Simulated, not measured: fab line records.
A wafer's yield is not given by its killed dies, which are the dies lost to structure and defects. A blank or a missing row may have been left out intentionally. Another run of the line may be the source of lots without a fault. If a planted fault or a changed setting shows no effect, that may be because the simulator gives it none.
fab line records -- flow sky130
[record] lots = 24, wafers = 72, lastDay = 50
route steps=708 shown VT_ADJUST_NCORE@127 METAL2@499 VIA2@520 METAL3@563
lots that met no fault: taken from a fault-free run of the same line
startH: hours from the record's first day to the start of the lot's first wafer shown -- waitH: how many hours have passed since the lot's step before this one -- " identical to the entry in the row above -- L1.1+2: several wafers, shown together as one row -- - no value present, or no start provided -- * or withheld: withheld -- < > ~ a bound
route shown NAME@n: names a module that has steps shown in the file, with the first one's number in the route -- usual: the fault-free wafers' mean and standard deviation -- same: alike in all rows -- chamber/n: place in a boat -- sites: per-site readings -- _std_site: the standard deviation of these -- _edge_site: mean of outer sites minus mean of inner sites -- radiusMm: how far each site lies from the wafer's centre -- mask NAME#n: copy n -- behind: the most recent tool/chamber to have shaped the wafer -- hold: the reason the lot was held/the length of the hold in hours/how it ended -- device: whichever transistor did not switch (one of n, p or np) -- end of line: tests run on the same wafers once the route is complete -- a step given without rows: its recipe and nothing more -- killed: the dies lost at the first sort to structure and to defects; this is not the yield of the wafer -- map: a wafer's dies, x killed, . not, _ none there
set.NAME: the setting that was run; set.NAME@STEP: the one run at that earlier step -- model.NAME: the simulator's own value behind a step, which no gauge read
steps of the route over a sample of lots; a table a step, a row a wafer
services: the hour from which a tool's chamber was out of use, counted from the record's first day as startH (under 0 if before that day), plus the number of hours and why
[[steps]]
[step SKY_VT_ADJUST_NCORE_OVL_MEAS_08]
[usual] VT_ADJUST_NCORE_OVL = -0.4/1.4
lot.wafer,tool,chamber,startH,waitH,VT_ADJUST_NCORE_OVL[nm]
L074.1,overlay-01,-,182.83,0.1,-0.4
L074.2,overlay-01,-,182.83,0.1,-0.5
L074.4,overlay-01,-,182.83,0.1,-1.4
L075.2,overlay-02,-,183.79,0.1,1.1
L075.3,overlay-02,-,183.79,0.1,-1.7
L075.4,overlay-02,-,183.79,0.1,-0.3
L076.1,overlay-02,-,197.57,0.1,0.0
L076.2,overlay-02,-,197.57,0.1,-0.4
L076.6,overlay-02,-,197.57,0.1,0.1
L077.1,overlay-02,-,221.97,0.1,0.2
L077.3,overlay-02,-,221.97,0.1,1.7
L077.6,overlay-02,-,221.97,0.1,-0.9
L078.1,overlay-01,-,225.22,0.1,1.3
L078.5,overlay-01,-,225.22,0.1,-0.8
L078.6,overlay-01,-,225.22,0.1,0.0
L079.3,overlay-01,-,228.69,0.1,-2.3
L079.5,overlay-01,-,228.69,0.1,-2.3
L079.6,overlay-01,-,228.69,0.1,-2.2
L081.2,overlay-02,-,239.19,0.1,0.6
L081.4,overlay-02,-,239.19,0.1,-0.3
L081.6,overlay-02,-,239.19,0.1,1.4
L080.4,overlay-01,-,240.57,0.1,-3.1
L080.5,overlay-01,-,240.57,0.1,-2.2
L080.6,overlay-01,-,240.57,0.1,-2.5
L082.4,overlay-01,-,257.55,0.1,-0.2
L082.5,overlay-01,-,257.55,0.1,-1.5
L082.6,overlay-01,-,257.55,0.1,-0.6
L083.1,overlay-02,-,262.38,0.1,2.7
L083.2,overlay-02,-,262.38,0.1,-0.6
L083.5,overlay-02,-,262.38,0.1,1.7
L084.1,overlay-02,-,262.91,0.1,-1.6
L084.4,overlay-02,-,262.91,0.1,-1.0
L084.6,overlay-02,-,262.91,0.1,-1.9
L085.3,overlay-01,-,263.04,0.1,0.2
L085.4,overlay-01,-,263.04,0.1,-1.2
L085.6,overlay-01,-,263.04,0.1,0.3
L086.3,overlay-01,-,268.44,0.1,3.2
L086.5,overlay-01,-,268.44,0.1,0.0
L086.6,overlay-01,-,268.44,0.1,1.1
L087.2,overlay-02,-,289.59,0.1,1.2
L087.3,overlay-02,-,289.59,0.1,1.0
L087.6,overlay-02,-,289.59,0.1,0.7
L088.1,overlay-02,-,290.86,0.1,-3.1
L088.2,overlay-02,-,290.86,0.1,-0.7
L088.4,overlay-02,-,290.86,0.1,-1.9
L089.1,overlay-01,-,297.11,0.1,-2.3
L089.2,overlay-01,-,297.11,0.1,-2.3
L089.5,overlay-01,-,297.11,0.1,-0.9
L090.2,overlay-01,-,304.61,0.1,-0.7
L090.4,overlay-01,-,304.61,0.1,0.0
L090.5,overlay-01,-,304.61,0.1,0.1
L091.1,overlay-01,-,306.36,0.1,-0.7
L091.4,overlay-01,-,306.36,0.1,-2.4
L091.5,overlay-01,-,306.36,0.1,-0.3
L092.1,overlay-01,-,308.97,0.1,0.2
L092.3,overlay-01,-,308.97,0.1,0.1
L092.4,overlay-01,-,308.97,0.1,0.4
L093.1,overlay-02,-,320.57,0.1,1.7
L093.2,overlay-02,-,320.57,0.1,-0.2
L093.6,overlay-02,-,320.57,0.1,2.5
L094.1,overlay-01,-,323.02,0.1,-2.1
L094.5,overlay-01,-,323.02,0.1,-1.5
L094.6,overlay-01,-,323.02,0.1,-0.6
L095.1,overlay-01,-,334.41,0.1,0.0
L095.3,overlay-01,-,334.41,0.1,1.8
L095.6,overlay-01,-,334.41,0.1,-2.1
L096.1,overlay-02,-,338.72,0.1,3.7
L096.5,overlay-02,-,338.72,0.1,-0.2
L096.6,overlay-02,-,338.72,0.1,0.9
L097.2,overlay-02,-,346.66,0.1,0.6
L097.5,overlay-02,-,346.66,0.1,1.2
L097.6,overlay-02,-,346.66,0.1,0.0
[step SKY_METAL2_OVL_MEAS_16]
[usual] METAL2_OVL = -1/5.6
lot.wafer,tool,chamber,startH,waitH,METAL2_OVL[nm]
L074.1,overlay-02,-,822.06,0.1,-5
L074.2,overlay-02,-,822.06,0.1,-7
L074.4,overlay-02,-,822.06,0.1,-5
L075.2,overlay-02,-,826.86,0.1,-4
L075.3,overlay-02,-,826.86,0.1,2
L075.4,overlay-02,-,826.86,0.1,0
L076.1,overlay-01,-,837.51,0.1,-2
L076.2,overlay-01,-,837.51,0.1,-12
L076.6,overlay-01,-,837.51,0.1,-6
L077.1,overlay-01,-,863.36,0.1,-1
L077.3,overlay-01,-,863.36,0.1,-5
L077.6,overlay-01,-,863.36,0.1,6
L078.1,overlay-02,-,869.60,0.1,-4
L078.5,overlay-02,-,869.60,0.1,5
L078.6,overlay-02,-,869.60,0.1,0
L079.3,overlay-01,-,879.27,0.1,4
L079.5,overlay-01,-,879.27,0.1,-1
L079.6,overlay-01,-,879.27,0.1,2
L081.2,overlay-01,-,886.46,0.1,-5
L081.4,overlay-01,-,886.46,0.1,-9
L081.6,overlay-01,-,886.46,0.1,-4
L080.4,overlay-01,-,888.13,0.1,-1
L080.5,overlay-01,-,888.13,0.1,1
L080.6,overlay-01,-,888.13,0.1,-8
L082.4,overlay-02,-,904.58,0.1,0
L082.5,overlay-02,-,904.58,0.1,0
L082.6,overlay-02,-,904.58,0.1,2
L084.1,overlay-02,-,907.60,0.1,6
L084.4,overlay-02,-,907.60,0.1,-1
L084.6,overlay-02,-,907.60,0.1,-4
L083.1,overlay-01,-,910.15,0.1,-1
L083.2,overlay-01,-,910.15,0.1,3
L083.5,overlay-01,-,910.15,0.1,-1
L085.3,overlay-02,-,913.77,0.1,-4
L085.4,overlay-02,-,913.77,0.1,8
L085.6,overlay-02,-,913.77,0.1,7
L086.3,overlay-02,-,918.88,0.1,-5
L086.5,overlay-02,-,918.88,0.1,-4
L086.6,overlay-02,-,918.88,0.1,1
L087.2,overlay-01,-,938.66,0.1,7
L087.3,overlay-01,-,938.66,0.1,8
L087.6,overlay-01,-,938.66,0.1,13
L088.1,overlay-02,-,940.17,0.1,-4
L088.2,overlay-02,-,940.17,0.1,-4
L088.4,overlay-02,-,940.17,0.1,-11
L089.1,overlay-01,-,945.05,0.1,-4
L089.2,overlay-01,-,945.05,0.1,0
L089.5,overlay-01,-,945.05,0.1,-13
L090.2,overlay-02,-,948.76,0.1,3
L090.4,overlay-02,-,948.76,0.1,1
L090.5,overlay-02,-,948.76,0.1,6
L091.1,overlay-02,-,951.25,0.1,-2
L091.4,overlay-02,-,951.25,0.1,3
L091.5,overlay-02,-,951.25,0.1,2
L092.1,overlay-02,-,953.15,0.1,-7
L092.3,overlay-02,-,953.15,0.1,-10
L092.4,overlay-02,-,953.15,0.1,-4
L093.1,overlay-02,-,966.12,0.1,-3
L093.2,overlay-02,-,966.12,0.1,7
L093.6,overlay-02,-,966.12,0.1,11
L094.1,overlay-02,-,971.86,0.1,8
L094.5,overlay-02,-,971.86,0.1,4
L094.6,overlay-02,-,971.86,0.1,6
L095.1,overlay-01,-,983.62,0.1,-7
L095.3,overlay-01,-,983.62,0.1,-8
L095.6,overlay-01,-,983.62,0.1,4
L096.1,overlay-01,-,984.30,0.1,-3
L096.5,overlay-01,-,984.30,0.1,-10
L096.6,overlay-01,-,984.30,0.1,1
L097.2,overlay-02,-,985.81,0.1,-4
L097.5,overlay-02,-,985.81,0.1,-13
L097.6,overlay-02,-,985.81,0.1,-11
[step SKY_VIA2_OVL_MEAS_13]
[usual] VIA2_OVL = 1/5.3
lot.wafer,tool,chamber,startH,waitH,VIA2_OVL[nm]
L074.1,overlay-01,-,849.88,0.1,-4
L074.2,overlay-01,-,849.88,0.1,-17
L074.4,overlay-01,-,849.88,0.1,-6
L075.2,overlay-02,-,854.81,0.1,-5
L075.3,overlay-02,-,854.81,0.1,7
L075.4,overlay-02,-,854.81,0.1,-6
L076.1,overlay-01,-,864.86,0.1,-6
L076.2,overlay-01,-,864.86,0.1,1
L076.6,overlay-01,-,864.86,0.1,1
L077.1,overlay-02,-,891.03,0.1,-6
L077.3,overlay-02,-,891.03,0.1,-2
L077.6,overlay-02,-,891.03,0.1,-10
L078.1,overlay-02,-,897.53,0.1,-8
L078.5,overlay-02,-,897.53,0.1,-2
L078.6,overlay-02,-,897.53,0.1,2
L079.3,overlay-01,-,906.77,0.1,2
L079.5,overlay-01,-,906.77,0.1,2
L079.6,overlay-01,-,906.77,0.1,0
L081.2,overlay-02,-,913.38,0.1,5
L081.4,overlay-02,-,913.38,0.1,-3
L081.6,overlay-02,-,913.38,0.1,1
L080.4,overlay-02,-,915.63,0.1,12
L080.5,overlay-02,-,915.63,0.1,2
L080.6,overlay-02,-,915.63,0.1,7
L082.4,overlay-01,-,931.20,0.1,6
L082.5,overlay-01,-,931.20,0.1,11
L082.6,overlay-01,-,931.20,0.1,8
L084.1,overlay-01,-,933.98,0.1,7
L084.4,overlay-01,-,933.98,0.1,1
L084.6,overlay-01,-,933.98,0.1,5
L083.1,overlay-01,-,935.78,0.1,1
L083.2,overlay-01,-,935.78,0.1,4
L083.5,overlay-01,-,935.78,0.1,2
L085.3,overlay-02,-,940.07,0.1,0
L085.4,overlay-02,-,940.07,0.1,-1
L085.6,overlay-02,-,940.07,0.1,-3
L086.3,overlay-02,-,945.09,0.1,2
L086.5,overlay-02,-,945.09,0.1,-4
L086.6,overlay-02,-,945.09,0.1,0
L087.2,overlay-02,-,964.46,0.1,-2
L087.3,overlay-02,-,964.46,0.1,12
L087.6,overlay-02,-,964.46,0.1,-5
L088.1,overlay-01,-,966.18,0.1,0
L088.2,overlay-01,-,966.18,0.1,5
L088.4,overlay-01,-,966.18,0.1,5
L089.1,overlay-01,-,970.55,0.1,10
L089.2,overlay-01,-,970.55,0.1,-3
L089.5,overlay-01,-,970.55,0.1,0
L090.2,overlay-01,-,973.46,0.1,13
L090.4,overlay-01,-,973.46,0.1,6
L090.5,overlay-01,-,973.46,0.1,1
L091.1,overlay-02,-,976.65,0.1,7
L091.4,overlay-02,-,976.65,0.1,0
L091.5,overlay-02,-,976.65,0.1,6
L092.1,overlay-01,-,978.35,0.1,1
L092.3,overlay-01,-,978.35,0.1,2
L092.4,overlay-01,-,978.35,0.1,2
L093.1,overlay-01,-,990.43,0.1,-5
L093.2,overlay-01,-,990.43,0.1,7
L093.6,overlay-01,-,990.43,0.1,8
L094.1,overlay-02,-,996.48,0.1,4
L094.5,overlay-02,-,996.48,0.1,1
L094.6,overlay-02,-,996.48,0.1,-3
L095.1,overlay-01,-,1008.08,0.1,6
L095.3,overlay-01,-,1008.08,0.1,1
L095.6,overlay-01,-,1008.08,0.1,-2
L096.1,overlay-01,-,1008.78,0.1,-1
L096.5,overlay-01,-,1008.78,0.1,-2
L096.6,overlay-01,-,1008.78,0.1,-1
L097.2,overlay-02,-,1010.11,0.1,5
L097.5,overlay-02,-,1010.11,0.1,3
L097.6,overlay-02,-,1010.11,0.1,2
[step SKY_VIA2_ETCH_14]
[recipe] chemistry = N2/H2, target = BARC, ionEnergyEv = 200, sourceW = 500, biasW = 100, pressureMtorr = 30, n2FlowSccm = 100, h2FlowSccm = 200, stopOn = SiO2, timeS = 45.9, targetDepthA = 600
[usual] drypumpMotorCurrentA = 6.0/0.37, n2FlowSccm = 99.92/0.3, oesProductAu = 0.854/0.0046, rfFwdPowerW = 493.8/2.6, throttleValvePct = 13.225/0.0093
lot.wafer,tool,chamber,startH,waitH,drypumpMotorCurrentA,n2FlowSccm,oesProductAu,rfFwdPowerW,rfHoursCounterH,throttleValvePct
L074.1,rieDiel-04,2,849.91,0.0,6.4,100.17,0.857,489.0,15,13.217
L074.2,rieDiel-04,3,849.91,0.0,5.8,100.11,0.854,491.3,19,13.243
L074.4,rieDiel-04,1,849.91,0.0,6.0,99.64,0.859,494.3,1,13.222
L075.2,rieDiel-02,1,854.84,0.0,6.3,100.48,0.861,499.2,12,13.233
L075.3,rieDiel-02,3,854.84,0.0,6.3,99.63,0.852,493.0,12,13.229
L075.4,rieDiel-02,0,854.84,0.0,5.8,99.65,0.856,494.7,7,13.224
L076.1,rieDiel-02,2,864.89,0.0,6.1,99.98,0.852,493.8,15,13.233
L076.2,rieDiel-02,0,864.89,0.0,5.8,99.83,0.858,494.1,7,13.228
L076.6,rieDiel-02,1,864.89,0.0,6.3,99.99,0.857,496.4,-,13.235
L077.1,rieDiel-04,3,891.06,0.0,5.8,100.40,0.850,493.5,20,13.221
L077.3,rieDiel-04,0,891.06,0.0,6.0,100.28,0.856,496.7,0,13.212
L077.6,rieDiel-04,0,891.06,0.0,6.0,100.16,0.857,495.9,-,13.234
L078.1,rieDiel-01,3,897.56,0.0,5.4,100.20,0.850,490.1,24,13.210
L078.5,rieDiel-01,1,897.56,0.0,5.2,100.35,0.861,494.4,-,13.225
L078.6,rieDiel-01,2,897.56,0.0,5.2,99.73,0.849,495.7,-,13.215
L079.3,rieDiel-02,1,906.79,0.0,6.3,100.05,0.846,495.1,13,13.216
L079.5,rieDiel-02,0,906.79,0.0,5.8,99.91,0.852,495.8,-,13.222
L079.6,rieDiel-02,1,906.79,0.0,6.3,100.39,0.856,496.1,-,13.235
L081.2,rieDiel-04,2,913.41,0.0,6.4,99.65,0.851,489.8,18,13.228
L081.4,rieDiel-04,1,913.41,0.0,6.0,99.28,0.846,493.5,4,13.237
L081.6,rieDiel-04,2,913.41,0.0,6.4,99.78,0.853,487.1,-,13.225
L080.4,rieDiel-02,2,915.64,0.0,6.1,99.81,0.854,490.6,17,13.217
L080.5,rieDiel-02,3,915.64,0.0,6.3,99.70,0.853,494.1,-,13.225
L080.6,rieDiel-02,2,915.64,0.0,6.1,100.03,0.863,493.5,-,13.223
L082.4,rieDiel-01,3,931.21,0.0,5.4,100.22,0.854,491.0,25,13.229
L082.5,rieDiel-01,2,931.21,0.0,5.1,99.97,0.851,496.7,-,13.217
L082.6,rieDiel-01,3,931.21,0.0,5.4,100.39,0.845,490.6,-,13.227
L084.1,rieDiel-04,0,934.01,0.0,6.0,100.15,0.860,494.3,2,13.234
L084.4,rieDiel-04,3,934.01,0.0,5.8,100.71,0.855,493.2,22,13.218
L084.6,rieDiel-04,2,934.01,0.0,6.4,99.75,0.846,488.1,-,13.220
L083.1,rieDiel-02,0,935.81,0.0,5.8,100.19,0.860,492.4,9,13.230
L083.2,rieDiel-02,3,935.81,0.0,6.3,100.24,0.860,493.0,14,13.229
L083.5,rieDiel-02,0,935.81,0.0,5.8,99.79,0.849,493.6,-,13.224
L085.3,rieDiel-02,0,940.09,0.0,5.8,99.85,0.855,495.1,9,13.224
L085.4,rieDiel-02,3,940.09,0.0,6.3,99.95,0.857,493.0,14,13.229
L085.6,rieDiel-02,2,940.09,0.0,6.1,99.64,0.855,494.4,-,13.235
L086.3,rieDiel-02,1,945.11,0.0,6.3,99.88,0.853,497.4,14,13.216
L086.5,rieDiel-02,2,945.11,0.0,6.1,99.59,0.850,496.7,-,13.239
L086.6,rieDiel-02,1,945.11,0.0,6.3,99.93,0.853,495.9,-,13.237
L087.2,rieDiel-01,2,964.49,0.0,5.1,99.87,0.850,497.3,3,13.218
L087.3,rieDiel-01,0,964.49,0.0,6.5,100.02,0.851,492.7,8,13.220
L087.6,rieDiel-01,2,964.49,0.0,5.1,99.98,0.855,497.5,-,13.237
L088.1,rieDiel-04,1,966.22,0.0,6.1,99.97,0.855,496.7,5,13.211
L088.2,rieDiel-04,0,966.22,0.0,6.0,99.64,0.865,493.0,3,13.238
L088.4,rieDiel-04,2,966.22,0.0,6.4,100.15,0.854,487.6,19,13.220
L089.1,rieDiel-04,2,970.59,0.0,6.4,99.99,0.857,488.9,19,13.231
L089.2,rieDiel-04,0,970.59,0.0,6.0,99.59,0.852,497.0,3,13.228
L089.5,rieDiel-04,2,970.59,0.0,6.4,100.33,0.854,489.3,-,13.217
L090.2,rieDiel-04,2,973.49,0.0,6.3,99.73,0.852,492.4,19,13.238
L090.4,rieDiel-04,1,973.49,0.0,6.1,100.22,0.859,493.9,5,13.228
L090.5,rieDiel-04,0,973.49,0.0,6.0,100.09,0.862,495.8,-,13.231
L091.1,rieDiel-04,1,976.69,0.0,6.0,100.04,0.855,495.5,6,13.220
L091.4,rieDiel-04,0,976.69,0.0,6.0,99.61,0.859,494.4,3,13.216
L091.5,rieDiel-04,1,976.69,0.0,6.1,100.33,0.856,494.2,-,13.229
L092.1,rieDiel-04,0,978.39,0.0,6.0,99.92,0.851,496.7,3,13.222
L092.3,rieDiel-04,1,978.39,0.0,6.0,99.97,0.855,496.2,6,13.206
L092.4,rieDiel-04,3,978.39,0.0,5.8,100.23,0.852,493.2,23,13.220
L093.1,rieDiel-04,1,990.47,0.0,6.0,100.06,0.862,494.5,6,13.220
L093.2,rieDiel-04,3,990.47,0.0,5.8,100.05,0.851,494.5,23,13.221
L093.6,rieDiel-04,0,990.47,0.0,6.0,99.87,0.856,495.6,-,13.226
L094.1,rieDiel-01,3,996.52,0.0,5.5,99.55,0.844,490.6,27,13.244
L094.5,rieDiel-01,3,996.52,0.0,5.4,99.72,0.852,494.4,-,13.226
L094.6,rieDiel-01,0,996.52,0.0,6.5,99.71,0.846,495.3,-,13.229
L095.1,rieDiel-01,3,1008.12,0.0,5.4,100.32,0.856,489.2,27,13.214
L095.3,rieDiel-01,1,1008.12,0.0,5.2,99.82,0.852,490.0,18,13.231
L095.6,rieDiel-01,3,1008.12,0.0,5.5,100.38,0.855,492.3,-,13.231
L096.1,rieDiel-02,3,1008.82,0.0,6.3,99.61,0.858,492.6,16,13.225
L096.5,rieDiel-02,1,1008.82,0.0,6.3,99.67,0.857,496.4,-,13.224
L096.6,rieDiel-02,0,1008.82,0.0,5.8,100.12,0.848,492.8,-,13.219
L097.2,rieDiel-04,2,1010.14,0.0,6.4,99.38,0.842,490.9,20,13.235
L097.5,rieDiel-04,2,1010.14,0.0,6.3,99.76,0.848,488.4,-,13.235
L097.6,rieDiel-04,3,1010.14,0.0,5.8,99.16,0.854,497.3,-,13.219
[step SKY_VIA2_THK_MEAS_23]
[recipe] thkMeasGauge = xrf, reads = W_of_VIA2_CVD_21
[usual] VIA2_W_THK = 422/8.7
lot.wafer,tool,chamber,startH,waitH,VIA2_W_THK[nm]
L074.1,filmMetro-03,-,850.92,0.1,417
L074.2,filmMetro-03,-,850.92,0.1,419
L074.4,filmMetro-03,-,850.92,0.1,422
L075.2,filmMetro-02,-,855.86,0.1,423
L075.3,filmMetro-02,-,855.86,0.1,427
L075.4,filmMetro-02,-,855.86,0.1,417
L076.1,filmMetro-03,-,865.92,0.1,414
L076.2,filmMetro-03,-,865.92,0.1,417
L076.6,filmMetro-03,-,865.92,0.1,414
L077.1,filmMetro-01,-,892.07,0.1,429
L077.3,filmMetro-01,-,892.07,0.1,429
L077.6,filmMetro-01,-,892.07,0.1,422
L078.1,filmMetro-02,-,898.57,0.1,414
L078.5,filmMetro-02,-,898.57,0.1,417
L078.6,filmMetro-02,-,898.57,0.1,425
L079.3,filmMetro-03,-,907.82,0.1,417
L079.5,filmMetro-03,-,907.82,0.1,421
L079.6,filmMetro-03,-,907.82,0.1,414
L081.2,filmMetro-01,-,914.43,0.1,422
L081.4,filmMetro-01,-,914.43,0.1,428
L081.6,filmMetro-01,-,914.43,0.1,426
L080.4,filmMetro-02,-,916.82,0.1,415
L080.5,filmMetro-02,-,916.82,0.1,412
L080.6,filmMetro-02,-,916.82,0.1,410
L082.4,filmMetro-03,-,932.26,0.1,422
L082.5,filmMetro-03,-,932.26,0.1,414
L082.6,filmMetro-03,-,932.26,0.1,417
L084.1,filmMetro-03,-,935.05,0.1,420
L084.4,filmMetro-03,-,935.05,0.1,416
L084.6,filmMetro-03,-,935.05,0.1,419
L083.1,filmMetro-03,-,936.82,0.1,422
L083.2,filmMetro-03,-,936.82,0.1,415
L083.5,filmMetro-03,-,936.82,0.1,420
L085.3,filmMetro-01,-,941.12,0.1,423
L085.4,filmMetro-01,-,941.12,0.1,427
L085.6,filmMetro-01,-,941.12,0.1,433
L086.3,filmMetro-01,-,946.19,0.1,436
L086.5,filmMetro-01,-,946.19,0.1,432
L086.6,filmMetro-01,-,946.19,0.1,440
L087.2,filmMetro-01,-,965.52,0.1,438
L087.3,filmMetro-01,-,965.52,0.1,433
L087.6,filmMetro-01,-,965.52,0.1,431
L088.1,filmMetro-02,-,967.23,0.1,419
L088.2,filmMetro-02,-,967.23,0.1,424
L088.4,filmMetro-02,-,967.23,0.1,407
L089.1,filmMetro-03,-,971.70,0.1,419
L089.2,filmMetro-03,-,971.70,0.1,425
L089.5,filmMetro-03,-,971.70,0.1,432
L090.2,filmMetro-02,-,974.61,0.1,418
L090.4,filmMetro-02,-,974.61,0.1,420
L090.5,filmMetro-02,-,974.61,0.1,416
L091.1,filmMetro-01,-,977.73,0.1,428
L091.4,filmMetro-01,-,977.73,0.1,425
L091.5,filmMetro-01,-,977.73,0.1,423
L092.1,filmMetro-02,-,979.40,0.1,413
L092.3,filmMetro-02,-,979.40,0.1,415
L092.4,filmMetro-02,-,979.40,0.1,416
L093.1,filmMetro-01,-,991.48,0.1,430
L093.2,filmMetro-01,-,991.48,0.1,435
L093.6,filmMetro-01,-,991.48,0.1,444
L094.1,filmMetro-02,-,997.54,0.1,414
L094.5,filmMetro-02,-,997.54,0.1,417
L094.6,filmMetro-02,-,997.54,0.1,419
L095.1,filmMetro-02,-,1009.14,0.1,418
L095.3,filmMetro-02,-,1009.14,0.1,413
L095.6,filmMetro-02,-,1009.14,0.1,408
L096.1,filmMetro-01,-,1009.84,0.1,437
L096.5,filmMetro-01,-,1009.84,0.1,441
L096.6,filmMetro-01,-,1009.84,0.1,436
L097.2,filmMetro-02,-,1011.17,0.1,405
L097.5,filmMetro-02,-,1011.17,0.1,414
L097.6,filmMetro-02,-,1011.17,0.1,416
[step SKY_METAL3_CD_MEAS_13]
[recipe] targetCdNm = 300
[usual] cdNm = 299.6/1.5
lot.wafer,tool,chamber,startH,waitH,cdNm
L074.1,cdSem-02,-,903.76,-,298.7
L074.2,cdSem-02,-,903.76,-,298.6
L074.4,cdSem-02,-,903.76,-,299.2
L075.2,cdSem-02,-,908.23,-,298.5
L075.3,cdSem-02,-,908.23,-,298.0
L075.4,cdSem-02,-,908.23,-,297.5
L076.1,cdSem-02,-,918.98,-,300.5
L076.2,cdSem-02,-,918.98,-,301.8
L076.6,cdSem-02,-,918.98,-,302.2
L077.1,cdSem-01,-,943.38,-,299.7
L077.3,cdSem-01,-,943.38,-,300.2
L077.6,cdSem-01,-,943.38,-,299.2
L078.1,cdSem-01,-,949.66,-,301.8
L078.5,cdSem-01,-,949.66,-,299.8
L078.6,cdSem-01,-,949.66,-,300.7
L079.3,cdSem-01,-,957.84,-,302.0
L079.5,cdSem-01,-,957.84,-,301.4
L079.6,cdSem-01,-,957.84,-,301.0
L081.2,cdSem-01,-,964.40,-,298.2
L081.4,cdSem-01,-,964.40,-,298.3
L081.6,cdSem-01,-,964.40,-,298.5
L080.4,cdSem-02,-,967.01,-,298.0
L080.5,cdSem-02,-,967.01,-,297.1
L080.6,cdSem-02,-,967.01,-,298.5
L082.4,cdSem-01,-,981.34,-,300.3
L082.5,cdSem-01,-,981.34,-,299.8
L082.6,cdSem-01,-,981.34,-,300.7
L084.1,cdSem-02,-,983.83,-,297.5
L084.4,cdSem-02,-,983.83,-,297.3
L084.6,cdSem-02,-,983.83,-,297.3
L083.1,cdSem-01,-,986.13,-,299.2
L083.2,cdSem-01,-,986.13,-,298.8
L083.5,cdSem-01,-,986.13,-,297.4
L085.3,cdSem-01,-,989.12,-,301.0
L085.4,cdSem-01,-,989.12,-,301.8
L085.6,cdSem-01,-,989.12,-,300.2
L086.3,cdSem-02,-,994.97,-,299.5
L086.5,cdSem-02,-,994.97,-,301.8
L086.6,cdSem-02,-,994.97,-,301.0
L087.2,cdSem-02,-,1011.88,-,299.2
L087.3,cdSem-02,-,1011.88,-,299.4
L087.6,cdSem-02,-,1011.88,-,300.4
L088.1,cdSem-02,-,1015.33,-,298.5
L088.2,cdSem-02,-,1015.33,-,298.2
L088.4,cdSem-02,-,1015.33,-,298.3
L089.1,cdSem-02,-,1019.26,-,300.0
L089.2,cdSem-02,-,1019.26,-,300.4
L089.5,cdSem-02,-,1019.26,-,300.6
L090.2,cdSem-01,-,1021.90,-,296.2
L090.4,cdSem-01,-,1021.90,-,297.0
L090.5,cdSem-01,-,1021.90,-,297.1
L091.1,cdSem-02,-,1025.20,-,301.1
L091.4,cdSem-02,-,1025.20,-,300.7
L091.5,cdSem-02,-,1025.20,-,299.6
L092.1,cdSem-02,-,1027.18,-,298.7
L092.3,cdSem-02,-,1027.18,-,299.9
L092.4,cdSem-02,-,1027.18,-,298.8
L093.1,cdSem-02,-,1037.75,-,299.8
L093.2,cdSem-02,-,1037.75,-,300.1
L093.6,cdSem-02,-,1037.75,-,300.2
L094.1,cdSem-02,-,1043.75,-,299.4
L094.5,cdSem-02,-,1043.75,-,300.7
L094.6,cdSem-02,-,1043.75,-,299.5
L095.1,cdSem-02,-,1055.33,-,300.3
L095.3,cdSem-02,-,1055.33,-,299.9
L095.6,cdSem-02,-,1055.33,-,300.0
L096.1,cdSem-02,-,1057.08,-,296.6
L096.5,cdSem-02,-,1057.08,-,299.7
L096.6,cdSem-02,-,1057.08,-,296.8
L097.2,cdSem-01,-,1057.45,-,302.2
L097.5,cdSem-01,-,1057.45,-,302.2
L097.6,cdSem-01,-,1057.45,-,302.2
[[services]]
tool,chamber,startH,hours,kind
rieDiel-01,2,841.89,2.5,repair
rieDiel-02,-,854.07,0.7,repair
rieDiel-04,0,865.14,-,clean
rieDiel-04,0,865.14,15.0,scheduledDown
rieDiel-04,0,865.14,15.0,ventCycle
rieDiel-01,2,868.22,-,clean
rieDiel-01,2,868.22,21.9,scheduledDown
rieDiel-01,2,868.22,21.9,ventCycle
rieDiel-01,0,874.17,6.3,repair
rieDiel-04,3,882.70,2.9,repair
rieDiel-02,1,907.00,5.2,repair
rieDiel-02,3,943.89,4.0,repair
rieDiel-04,2,1002.61,5.2,repair
rieDiel-01,2,1007.55,4.3,repair
rieDiel-04,1,1009.22,2.2,repair
[[key]]
fault none
